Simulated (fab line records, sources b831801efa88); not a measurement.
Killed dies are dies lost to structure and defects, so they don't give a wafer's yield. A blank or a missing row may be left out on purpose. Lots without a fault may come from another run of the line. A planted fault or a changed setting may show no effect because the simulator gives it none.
Chamber matching | flow sky130 | SKY_LI_CONTACT_CMP_24 on cmp-02: 4 sister chambers
The step polishes, stops on PSG, t overpolish 20 s, target thk 0 nm. 14 wafers are shown with their chamber, then 7 later ones without.

WAFERS WITH THEIR CHAMBER
wafer  | chamber | motor_current_A (A) | time_to_endpoint_s (s) | platen_rpm (rpm)
L494.2 | 3       | 11.7                | 88                     | 59.97
L494.3 | 1       | 12.1                | 91                     | 60.01
L494.4 | 2       | 10.2                | 90                     | 59.94
L496.2 | 0       | 10.0                | 101                    | 59.96
L496.5 | 0       | 9.6                 | 99                     | 59.99
L496.6 | 1       | 12.4                | 95                     | 60.00
L499.1 | 0       | 10.5                | 97                     | 59.98
L499.2 | 1       | 11.8                | 98                     | 59.94
L499.3 | 3       | 12.1                | 96                     | 59.97
L502.2 | 1       | 10.8                | 92                     | 59.97
L502.4 | 2       | 10.7                | 94                     | 59.97
L502.6 | 3       | 11.8                | 90                     | 60.10
L512.1 | 1       | 12.4                | 96                     | 60.05
L512.3 | 0       | 9.9                 | 97                     | 60.03

SIGNATURES (means of the wafers above)
reading            | chamber 0 | chamber 1 | chamber 2 | chamber 3 | scatter within a chamber
motor_current_A    | 10.000    | 11.900    | 10.450    | 11.867    | 0.489
time_to_endpoint_s | 98.50     | 94.40     | 92.00     | 91.33     | 2.95
platen_rpm         | 59.9900   | 59.9940   | 59.9550   | 60.0133   | 0.0461
Rule: a wafer's distance from a chamber is the root of the sum, over the readings, of the square of ((its reading less the chamber's mean) divided by the reading's scatter). The wafer belongs to the nearest chamber; if the next one is less than 2 further off, it can't be placed. The scatter: the root of (the sum of the squares of (reading less its chamber's mean) over the shown wafers, divided by (wafers less chambers)).

WAFERS WITHOUT THEIR CHAMBER
wafer  | motor_current_A (A) | time_to_endpoint_s (s) | platen_rpm (rpm)
L512.5 | 10.0                | 99                     | 59.99
L516.3 | 10.5                | 89                     | 60.00
L516.4 | 12.1                | 89                     | 59.95
L516.6 | 11.4                | 92                     | 60.05
L517.2 | 10.3                | 93                     | 59.96
L517.3 | 12.0                | 92                     | 60.05
L517.5 | 10.2                | 96                     | 60.00

WHICH CHAMBER EACH WENT THROUGH
wafer  | from the rows above               | in truth
L512.5 | 0                                 | 0
L516.3 | can't be placed: 2 or 3 or 0 or 1 | 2
L516.4 | can't be placed: 3 or 1 or 2      | 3
L516.6 | can't be placed: 3 or 1 or 2      | 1
L517.2 | can't be placed: 2 or 0           | 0
L517.3 | can't be placed: 3 or 1           | 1
L517.5 | can't be placed: 0 or 2           | 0
Placed correctly: 1 of 7. Can't be placed from these rows: 6 (the true chamber is among the candidates in 6). Placed wrongly: 0.
